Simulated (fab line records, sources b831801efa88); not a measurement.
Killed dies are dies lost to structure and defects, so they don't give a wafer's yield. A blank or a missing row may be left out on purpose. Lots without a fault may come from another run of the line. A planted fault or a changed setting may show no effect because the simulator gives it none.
fab line records	flow sky130
record: lots: 13	wafers: 39	last_day: 50
route steps=708 shown VT_ADJUST_HVTP@93 VT_ADJUST_LVTN@107 VT_ADJUST_NCORE@129
lots untouched by any fault: they come from a run of this same line in which no faults occurred
start_h: start of the lot's first displayed wafer, in hours after the record's first day	wait_h: hours from the lot's prior step to this one	" as in the row above	L1.1+2: one row covering several wafers at once	- no value, or no start was given	* or withheld: withheld	< > ~ a bound
route shown NAME@n: a module of which the file shows steps, and the number in the route of the first	usual: mean/standard deviation taken from wafers without a fault	same: alike in all rows	chamber/n: place in a boat	sites: each site's reading	_std_site: their standard deviation	_edge_site: the outer-site mean with the inner-site mean subtracted	radius_mm: for every site, how far away it sits from the centre of the wafer	mask NAME#n: copy n	behind: the last tool/chamber to shape the wafer	hold: why the lot was held/for how many hours/how that ended	device: the transistor (n, p or np) that didn't switch	end of line: the same wafers' tests at the end of the route	a step with no rows: only its recipe	killed: dies that structure and defects cost at the first sort, which is not the same as the wafer's yield	map: dies across one wafer; x = killed, . = not, _ = none there
set.NAME: the run value of the setting; set.NAME@STEP: its run value at that earlier step	model.NAME: the simulator's own value behind a step, which no gauge read
steps of the route over a sample of lots; a table a step, a row a wafer
services: a tool's chamber out of use, with start hour (start_h, from the record's first day; less than 0 if before it), hours out, and reason
== steps ==
step: SKY_VT_ADJUST_HVTP_OVL_MEAS_08
usual: VT_ADJUST_HVTP_OVL: -0.1/1.6
lot.wafer	tool	chamber	start_h	wait_h	VT_ADJUST_HVTP_OVL[nm]
L485.1	overlay-02	-	129.57	0.1	-0.7
L485.3	"	-	"	"	-0.1
L485.6	"	-	"	"	-2.3
L489.1	overlay-01	-	152.99	0.1	-3.1
L489.5	"	-	"	"	-2.4
L489.6	"	-	"	"	-1.6
L490.2	overlay-01	-	160.42	0.1	-0.4
L490.3	"	-	"	"	-1.9
L490.5	"	-	"	"	-0.2
L491.1	overlay-02	-	164.37	0.1	0.9
L491.2	"	-	"	"	1.2
L491.5	"	-	"	"	3.1
L492.1	overlay-02	-	168.57	0.1	4.3
L492.2	"	-	"	"	1.9
L492.3	"	-	"	"	1.9
L493.2	overlay-02	-	178.31	0.1	3.6
L493.4	"	-	"	"	0.1
L493.6	"	-	"	"	0.1
L494.2	overlay-02	-	185.14	0.1	-1.4
L494.3	"	-	"	"	-1.9
L494.4	"	-	"	"	0.9
L495.3	overlay-02	-	190.13	0.1	-2.5
L495.4	"	-	"	"	-3.0
L495.5	"	-	"	"	-3.0
L503.1	overlay-02	-	241.69	0.1	-0.7
L503.3	"	-	"	"	-0.8
L503.5	"	-	"	"	0.4
L504.3	overlay-02	-	251.61	0.1	4.1
L504.4	"	-	"	"	2.2
L504.6	"	-	"	"	1.3
L505.2	overlay-01	-	257.25	0.1	1.6
L505.3	"	-	"	"	-2.4
L505.5	"	-	"	"	-0.3
L506.2	overlay-01	-	259.40	0.1	1.2
L506.3	"	-	"	"	0.8
L506.5	"	-	"	"	1.6
L507.2	overlay-02	-	267.75	0.1	-2.0
L507.3	"	-	"	"	0.4
L507.4	"	-	"	"	-1.4
step: SKY_VT_ADJUST_LVTN_TW_MEAS_10
usual: VT_ADJUST_LVTN_TW: 242.3/1.8
lot.wafer	tool	chamber	start_h	wait_h	VT_ADJUST_LVTN_TW
L485.1	film_metro-02	-	148.92	0.1	240.9
L485.3	"	-	"	"	240.5
L485.6	"	-	"	"	240.2
L489.1	film_metro-02	-	174.13	0.1	240.8
L489.5	"	-	"	"	241.1
L489.6	"	-	"	"	242.6
L490.2	film_metro-01	-	181.99	0.1	242.4
L490.3	"	-	"	"	243.6
L490.5	"	-	"	"	243.0
L491.1	film_metro-03	-	185.92	0.1	240.6
L491.2	"	-	"	"	239.6
L491.5	"	-	"	"	240.4
L492.1	film_metro-03	-	189.91	0.1	240.2
L492.2	"	-	"	"	240.3
L492.3	"	-	"	"	239.2
L493.2	film_metro-01	-	200.22	0.1	243.5
L493.4	"	-	"	"	246.2
L493.6	"	-	"	"	244.8
L494.2	film_metro-02	-	206.92	0.1	239.6
L494.3	"	-	"	"	241.0
L494.4	"	-	"	"	240.0
L495.3	film_metro-03	-	212.84	0.1	241.6
L495.4	"	-	"	"	242.2
L495.5	"	-	"	"	241.6
L503.1	film_metro-03	-	265.57	0.1	240.2
L503.3	"	-	"	"	242.4
L503.5	"	-	"	"	241.4
L504.3	film_metro-01	-	276.85	0.1	244.7
L504.4	"	-	"	"	244.0
L504.6	"	-	"	"	241.5
L505.2	film_metro-03	-	281.98	0.1	241.1
L505.3	"	-	"	"	240.2
L505.5	"	-	"	"	242.0
L506.2	film_metro-01	-	284.88	0.1	244.4
L506.3	"	-	"	"	243.7
L506.5	"	-	"	"	243.5
L507.2	film_metro-03	-	292.47	0.1	240.9
L507.3	"	-	"	"	239.0
L507.4	"	-	"	"	239.7
step: SKY_VT_ADJUST_LVTN_EXPOSE_15
recipe: mask_id: HVN_STD_DERIVED	na: 0.6	source_shape: conventional	sigma_outer: 0.6	polarization: unpolarized	target_cd_nm: 600	dose_mj: 163
usual: exposure_dose_mJ_cm2: 163.03/0.16	reticle_temp_C: 22.99/0.091
lot.wafer	tool	chamber	start_h	wait_h	mask	exposure_dose_mJ_cm2	reticle_temp_C
L485.1	iline_stepper-02	0	159.10	-	HVN_STD_DERIVED#0	163.03	23.09
L485.3	"	0	"	"	HVN_STD_DERIVED#0	162.85	23.13
L485.6	"	0	"	"	HVN_STD_DERIVED#0	162.82	23.00
L489.1	iline_stepper-01	0	184.62	-	HVN_STD_DERIVED#0	163.16	22.96
L489.5	"	0	"	"	HVN_STD_DERIVED#0	163.18	22.89
L489.6	"	0	"	"	HVN_STD_DERIVED#0	163.45	23.09
L490.2	iline_stepper-01	0	192.64	-	HVN_STD_DERIVED#0	162.67	23.00
L490.3	"	0	"	"	HVN_STD_DERIVED#0	163.02	22.94
L490.5	"	0	"	"	HVN_STD_DERIVED#0	162.84	23.02
L491.1	iline_stepper-01	0	196.80	-	HVN_STD_DERIVED#0	162.88	22.94
L491.2	"	0	"	"	HVN_STD_DERIVED#0	162.87	23.07
L491.5	"	0	"	"	HVN_STD_DERIVED#0	162.97	22.88
L492.1	iline_stepper-01	0	200.91	-	HVN_STD_DERIVED#0	163.12	23.14
L492.2	"	0	"	"	HVN_STD_DERIVED#0	163.28	22.99
L492.3	"	0	"	"	HVN_STD_DERIVED#0	163.44	23.00
L493.2	iline_stepper-01	0	211.09	-	HVN_STD_DERIVED#0	162.90	22.87
L493.4	"	0	"	"	HVN_STD_DERIVED#0	162.79	23.09
L493.6	"	0	"	"	HVN_STD_DERIVED#0	162.59	22.92
L494.2	iline_stepper-02	0	218.09	-	HVN_STD_DERIVED#0	163.32	22.97
L494.3	"	0	"	"	HVN_STD_DERIVED#0	163.04	22.85
L494.4	"	0	"	"	HVN_STD_DERIVED#0	163.07	22.91
L495.3	iline_stepper-02	0	223.28	-	HVTPM#0	163.30	23.12
L495.4	"	0	"	"	HVTPM#0	163.28	22.98
L495.5	"	0	"	"	HVTPM#0	163.14	22.86
L503.1	iline_stepper-02	0	278.35	-	HVN_STD_DERIVED#0	162.99	23.01
L503.3	"	0	"	"	HVN_STD_DERIVED#0	162.98	22.89
L503.5	"	0	"	"	HVN_STD_DERIVED#0	163.01	22.93
L504.3	iline_stepper-01	0	289.10	-	HVN_STD_DERIVED#0	162.78	23.06
L504.4	"	0	"	"	HVN_STD_DERIVED#0	162.85	22.86
L504.6	"	0	"	"	HVN_STD_DERIVED#0	162.88	22.86
L505.2	iline_stepper-02	0	295.02	-	HVN_STD_DERIVED#0	162.86	22.96
L505.3	"	0	"	"	HVN_STD_DERIVED#0	162.97	22.95
L505.5	"	0	"	"	HVN_STD_DERIVED#0	163.02	22.93
L506.2	iline_stepper-02	0	298.22	-	HVN_STD_DERIVED#0	162.95	23.14
L506.3	"	0	"	"	HVN_STD_DERIVED#0	162.91	22.93
L506.5	"	0	"	"	HVN_STD_DERIVED#0	163.07	23.07
L507.2	iline_stepper-01	0	305.79	-	HVN_STD_DERIVED#0	163.04	23.15
L507.3	"	0	"	"	HVN_STD_DERIVED#0	163.14	22.91
L507.4	"	0	"	"	HVN_STD_DERIVED#0	163.08	22.80
step: SKY_VT_ADJUST_LVTN_OVL_MEAS_18
usual: VT_ADJUST_LVTN_01_OVL: -0.3/1.2
lot.wafer	tool	chamber	start_h	wait_h	VT_ADJUST_LVTN_01_OVL[nm]
L485.1	overlay-02	-	168.94	0.1	-0.2
L485.3	"	-	"	"	0.3
L485.6	"	-	"	"	1.4
L489.1	overlay-01	-	195.05	0.1	0.9
L489.5	"	-	"	"	-0.1
L489.6	"	-	"	"	1.1
L490.2	overlay-02	-	203.80	0.1	1.4
L490.3	"	-	"	"	0.5
L490.5	"	-	"	"	-0.2
L491.1	overlay-02	-	206.79	0.1	0.2
L491.2	"	-	"	"	-0.3
L491.5	"	-	"	"	0.4
L492.1	overlay-01	-	211.95	0.1	1.0
L492.2	"	-	"	"	-0.2
L492.3	"	-	"	"	-0.5
L493.2	overlay-01	-	221.99	0.1	-1.0
L493.4	"	-	"	"	-1.4
L493.6	"	-	"	"	-2.8
L494.2	overlay-01	-	228.80	0.1	-1.4
L494.3	"	-	"	"	-2.0
L494.4	"	-	"	"	-1.1
L495.3	overlay-02	-	233.95	0.1	-
L495.4	"	-	"	"	-
L495.5	"	-	"	"	-
L503.1	overlay-02	-	290.79	0.1	0.2
L503.3	"	-	"	"	1.1
L503.5	"	-	"	"	-0.4
L504.3	overlay-02	-	302.35	0.1	-1.6
L504.4	"	-	"	"	0.9
L504.6	"	-	"	"	0.9
L505.2	overlay-02	-	307.93	0.1	0.4
L505.3	"	-	"	"	0.9
L505.5	"	-	"	"	-0.4
L506.2	overlay-01	-	310.75	0.1	-0.1
L506.3	"	-	"	"	0.0
L506.5	"	-	"	"	-3.4
L507.2	overlay-02	-	318.38	0.1	1.0
L507.3	"	-	"	"	1.9
L507.4	"	-	"	"	0.5
step: SKY_VT_ADJUST_LVTN_TW_MEAS_21
usual: VT_ADJUST_LVTN_2_TW: 189.3/1.3
lot.wafer	tool	chamber	start_h	wait_h	VT_ADJUST_LVTN_2_TW
L485.1	film_metro-01	-	169.22	0.1	190.1
L485.3	"	-	"	"	190.2
L485.6	"	-	"	"	189.7
L489.1	film_metro-01	-	195.33	0.1	189.9
L489.5	"	-	"	"	190.4
L489.6	"	-	"	"	189.5
L490.2	film_metro-03	-	204.09	0.1	188.7
L490.3	"	-	"	"	188.8
L490.5	"	-	"	"	187.2
L491.1	film_metro-03	-	207.07	0.1	188.2
L491.2	"	-	"	"	188.3
L491.5	"	-	"	"	188.9
L492.1	film_metro-02	-	212.23	0.1	187.0
L492.2	"	-	"	"	189.0
L492.3	"	-	"	"	187.6
L493.2	film_metro-02	-	222.28	0.1	188.9
L493.4	"	-	"	"	190.5
L493.6	"	-	"	"	189.7
L494.2	film_metro-02	-	229.09	0.1	189.6
L494.3	"	-	"	"	189.0
L494.4	"	-	"	"	188.6
L495.3	film_metro-02	-	234.24	0.1	30.2
L495.4	"	-	"	"	30.1
L495.5	"	-	"	"	30.2
L503.1	film_metro-01	-	291.07	0.1	190.8
L503.3	"	-	"	"	190.9
L503.5	"	-	"	"	190.8
L504.3	film_metro-02	-	302.64	0.1	190.7
L504.4	"	-	"	"	190.2
L504.6	"	-	"	"	191.0
L505.2	film_metro-01	-	308.22	0.1	191.0
L505.3	"	-	"	"	190.1
L505.5	"	-	"	"	190.2
L506.2	film_metro-02	-	311.04	0.1	191.1
L506.3	"	-	"	"	191.1
L506.5	"	-	"	"	189.2
L507.2	film_metro-02	-	318.67	0.1	188.7
L507.3	"	-	"	"	189.5
L507.4	"	-	"	"	189.7
step: SKY_VT_ADJUST_NCORE_STRIP_10
recipe: chemistry: O2/N2	power_w: 1400	pressure_mtorr: 1500	platen_temp_c: withheld	o2_flow_sccm: 3000	n2_flow_sccm: 300	overash_fraction: 0.5
usual: chamber_pressure_mTorr: 1500.0/1.4	drypump_motor_current_A: 5.4/0.39	oes_product_au: 0.716/0.0042	strip_time_to_endpoint_s: 14.18/0.039
lot.wafer	tool	chamber	start_h	wait_h	chamber_pressure_mTorr	drypump_motor_current_A	oes_product_au	rf_hours_counter_h	strip_time_to_endpoint_s
L485.1	plasma_asher-03	1	190.14	0.1	1497.6	5.9	0.721	37	14.21
L485.3	"	1	"	"	1500.6	5.8	0.716	-	14.16
L485.6	"	1	"	"	1497.0	5.8	0.713	-	14.16
L489.1	plasma_asher-01	1	216.72	0.1	1501.7	5.4	0.719	50	14.15
L489.5	"	1	"	"	1497.7	5.4	0.716	-	14.18
L489.6	"	0	"	"	1497.3	6.1	0.717	-	14.16
L490.2	plasma_asher-03	1	226.34	0.1	1501.5	5.7	0.713	41	14.18
L490.3	"	0	"	"	1498.3	5.0	0.715	-	14.12
L490.5	"	0	"	"	1499.7	5.0	0.718	-	14.18
L491.1	plasma_asher-04	0	228.92	0.1	1500.0	5.1	0.725	11	14.19
L491.2	"	1	"	"	1499.6	5.1	0.713	11	14.20
L491.5	"	0	"	"	1500.3	5.1	0.718	-	14.21
L492.1	plasma_asher-01	0	233.68	0.1	1499.5	6.1	0.707	52	14.14
L492.2	"	1	"	"	1499.6	5.4	0.710	52	14.14
L492.3	"	1	"	"	1498.5	5.4	0.722	-	14.14
L493.2	plasma_asher-03	1	244.78	0.1	1497.7	5.8	0.719	43	14.16
L493.4	"	1	"	"	1499.7	5.9	0.717	-	14.17
L493.6	"	0	"	"	1500.6	5.0	0.717	-	14.14
L494.2	plasma_asher-01	0	252.87	0.1	1500.2	6.1	0.725	54	14.19
L494.3	"	1	"	"	1498.6	5.4	0.714	-	14.21
L494.4	"	0	"	"	1497.4	6.1	0.716	-	14.23
L495.3	plasma_asher-04	1	258.28	0.1	1501.7	5.1	0.720	-	14.14
L495.4	"	0	"	"	1499.6	5.1	0.716	-	14.19
L495.5	"	1	"	"	1502.1	5.1	0.716	-	14.17
L503.1	plasma_asher-04	1	317.72	0.1	1500.8	5.1	0.719	19	14.13
L503.3	"	0	"	"	1499.0	5.2	0.718	-	14.15
L503.5	"	0	"	"	1500.9	5.2	0.720	-	14.15
L504.3	plasma_asher-03	0	329.32	0.1	1497.9	5.0	0.713	-	14.14
L504.4	"	1	"	"	1502.2	5.8	0.719	-	14.14
L504.6	"	1	"	"	1500.6	5.9	0.720	-	14.11
L505.2	plasma_asher-04	0	335.44	0.1	1498.4	5.1	0.710	20	14.18
L505.3	"	0	"	"	1500.1	5.1	0.715	-	14.14
L505.5	"	0	"	"	1499.0	5.1	0.722	-	14.10
L506.2	plasma_asher-03	1	337.64	0.1	1502.4	5.8	0.725	53	14.18
L506.3	"	1	"	"	1501.2	5.8	0.717	-	14.11
L506.5	"	1	"	"	1499.1	5.9	0.719	-	14.19
L507.2	plasma_asher-03	0	345.60	0.1	1500.3	5.0	0.719	54	14.20
L507.3	"	0	"	"	1500.5	5.0	0.718	-	14.16
L507.4	"	1	"	"	1502.4	5.8	0.714	-	14.19
== services ==
tool	chamber	start_h	hours	kind
iline_stepper-02	-	135.78	9.0	repair
iline_stepper-01	-	152.08	1.4	repair
plasma_asher-03	-	162.50	0.8	repair
iline_stepper-01	0	180.05	-	calibration
plasma_asher-01	-	180.68	1.0	repair
plasma_asher-01	-	190.72	5.4	repair
plasma_asher-01	-	193.62	7.4	repair
iline_stepper-02	-	194.85	22.4	repair
plasma_asher-03	-	229.82	0.3	repair
iline_stepper-02	-	229.95	4.1	repair
iline_stepper-02	0	234.55	-	calibration
plasma_asher-01	-	239.41	1.6	repair
iline_stepper-01	-	247.71	8.0	repair
iline_stepper-01	-	249.14	0.7	repair
plasma_asher-03	-	252.71	2.8	pm
iline_stepper-02	-	255.68	1.7	pm
plasma_asher-01	-	267.53	15.6	pm
plasma_asher-04	-	277.87	0.9	repair
plasma_asher-04	-	278.74	14.6	pm
plasma_asher-01	-	283.13	2.8	pm
iline_stepper-01	-	286.48	1.7	pm
iline_stepper-01	-	306.24	2.3	repair
iline_stepper-01	-	327.63	4.0	repair
plasma_asher-04	-	328.04	3.7	repair
== key ==
first_sign: step: SKY_VT_ADJUST_LVTN_EXPOSE_15	reading: mask	direction: changed
effect: step: SKY_VT_ADJUST_LVTN_OVL_MEAS_18	reading: VT_ADJUST_LVTN_01_OVL	direction: missing
effect: step: SKY_VT_ADJUST_LVTN_TW_MEAS_21	reading: VT_ADJUST_LVTN_2_TW	direction: down	sigmas: 99+	usual: 189.3	struck: 30.2
met_at SKY_VT_ADJUST_LVTN_EXPOSE_15
struck_lots L495
sort_left_out L495.3,L495.4,L495.5
tester_left_out L495
not_acting_at SKY_VT_ADJUST_HVTP_OVL_MEAS_08,SKY_VT_ADJUST_LVTN_TW_MEAS_10,SKY_VT_ADJUST_NCORE_STRIP_10
onset_between 218.09 223.28
fault: kind: wrong_mask	tool: any	chamber: -	onset_h: 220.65	steps: SKY_VT_ADJUST_LVTN_EXPOSE_15	aux_copy: HVTPM#0	scope: struck_lots_only
tester_left_out: of these lots the tester's yield and bins aren't shown, on N5 and GAA mostly nor the transistor test; their killed dies are dies lost to structure and defects alone, not to doping, threshold or leakage, so they don't give the yield
sort_left_out: the simulated sort isn't trusted on such a fault, so these wafers' sort isn't shown, and their yield isn't known
